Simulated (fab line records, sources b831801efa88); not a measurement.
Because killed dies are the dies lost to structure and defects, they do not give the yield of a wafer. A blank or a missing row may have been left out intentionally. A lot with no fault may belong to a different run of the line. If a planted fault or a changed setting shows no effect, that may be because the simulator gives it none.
Check for tools in common ; flow sky130 ; Sampled: 11 lots, 33 wafers

THE REASON FOR OPENING IT
Of 11 lots, 2 have the reading VIA1_OVL flagged at SKY_VIA1_OVL_MEAS_13. Wafers without a fault read 0 nm, standard deviation 4.6.
Rule: flag the lot when none of its wafers has a number, or when each of its wafers that has one lies beyond 4 standard deviations from that mean. All remaining lots are regarded as sound.

lot;measured;on;VIA1_OVL (nm), wafer by wafer;flag
L659;day 33 18:17;overlay-02;-3 1 -4;
L660;day 33 22:14;overlay-01;-7 -1 -2;
L661;day 34 11:21;overlay-02;-4 6 -4;
L662;day 34 18:53;overlay-01;63 68 65;FLAGGED
L663;day 35 12:51;overlay-02;-1 -4 -6;
L667;day 36 13:41;overlay-02;9 8 12;
L670;day 37 08:05;overlay-01;56 63 58;FLAGGED
L671;day 37 16:47;overlay-02;0 -1 3;
L674;day 39 01:47;overlay-01;0 0 -2;
L681;day 41 01:56;overlay-02;-4 3 -2;
L682;day 41 05:22;overlay-02;-7 -10 -8;
The numbers of the flagged lots are 62 nm on average: +62 nm against the usual, or +14 standard deviations.

LOT BY LOT: THE TOOL USED
Before the reading, the record contains 3 process steps out of a 708-step route. In each cell: the tool, then ch and the chambers that the sampled wafers went through, then the start.
lot;flag;SKY_CONTACT_SPUTTER_23;SKY_METAL1_SPUTTER_02;SKY_VIA1_EXPOSE_09
L659;;pvd sputter-02, day 31 09:02;pvd sputter-01, day 31 09:51;krf scanner-01 ch 0, day 33 04:41
L660;;pvd sputter-02, day 31 14:23;pvd sputter-01, day 31 15:05;krf scanner-02 ch 0, day 33 08:34
L661;;pvd sputter-01, day 32 04:20;pvd sputter-04, day 32 05:02;krf scanner-02 ch 0, day 33 22:44
L662;FLAGGED;pvd sputter-02, day 32 10:47;pvd sputter-04, day 32 11:29;krf scanner-02 ch 0, day 34 05:29
L663;;pvd sputter-03, day 33 05:23;pvd sputter-01, day 33 06:05;krf scanner-01 ch 0, day 34 23:56
L667;;pvd sputter-03, day 34 06:33;pvd sputter-04, day 34 07:15;krf scanner-01 ch 0, day 36 01:00
L670;FLAGGED;pvd sputter-03, day 35 02:18;pvd sputter-02, day 35 03:00;krf scanner-02 ch 0, day 36 19:16
L671;;pvd sputter-03, day 35 10:20;pvd sputter-02, day 35 11:19;krf scanner-01 ch 0, day 37 04:09
L674;;pvd sputter-02, day 36 21:05;pvd sputter-01, day 36 21:47;krf scanner-01 ch 0, day 38 14:06
L681;;pvd sputter-03, day 38 21:37;pvd sputter-04, day 38 22:18;krf scanner-01 ch 0, day 40 14:05
L682;;pvd sputter-03, day 39 00:23;pvd sputter-04, day 39 01:05;krf scanner-01 ch 0, day 40 16:40
What is done by these steps:
- SKY_CONTACT_SPUTTER_23: material TiN, target thk 20 nm, time 80 s.
- SKY_METAL1_SPUTTER_02: material AlCu, target thk 250 nm, time 13.3 s.
- SKY_VIA1_EXPOSE_09: exposes mask VIM, target cd 150 nm.
- SKY_VIA1_OVL_MEAS_13

FLAGGED OVER TOTAL, TOOL BY TOOL (the gauges that took the reading come last)
step;tool;lots run;flagged;share of the flagged lots;sound lots run after its first flagged lot
SKY_CONTACT_SPUTTER_23;pvd sputter-01;1;0;none;-
SKY_CONTACT_SPUTTER_23;pvd sputter-02;4;1;some;1 (L674)
SKY_CONTACT_SPUTTER_23;pvd sputter-03;6;1;some;3 (L671,L681,L682)
SKY_METAL1_SPUTTER_02;pvd sputter-01;4;0;none;-
SKY_METAL1_SPUTTER_02;pvd sputter-02;2;1;some;1 (L671)
SKY_METAL1_SPUTTER_02;pvd sputter-04;5;1;some;3 (L667,L681,L682)
SKY_VIA1_EXPOSE_09;krf scanner-01;7;0;none;-
SKY_VIA1_EXPOSE_09;krf scanner-02;4;2;all;0
SKY_VIA1_OVL_MEAS_13;overlay-01;4;2;all;1 (L674)
SKY_VIA1_OVL_MEAS_13;overlay-02;7;0;none;-

THE TABLE: WHAT IT ALLOWS
2 rows of the table ran every flagged lot: krf scanner-02 at SKY_VIA1_EXPOSE_09, overlay-01 at SKY_VIA1_OVL_MEAS_13.
- krf scanner-02 at SKY_VIA1_EXPOSE_09 ran 4 lots, 2 of them flagged. Its last sound lot is L661 (day 33 22:44), its first flagged lot L662 (day 34 05:29): a fault that began between those two fits.
- overlay-01 at SKY_VIA1_OVL_MEAS_13 ran 4 lots, 2 of them flagged. Sound lots ran on it after the first flagged one (L674), which a lasting fault on the whole tool wouldn't allow.
Left over: one tool, krf scanner-02 at SKY_VIA1_EXPOSE_09.

WHAT THE SIMULATOR HAD INSERTED
Scanner matching overlay: krf scanner-02, from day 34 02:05 on, at SKY_VIA1_EXPOSE_09. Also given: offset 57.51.
Shown lots that were struck: L662, L670. Same finding as the rule above.
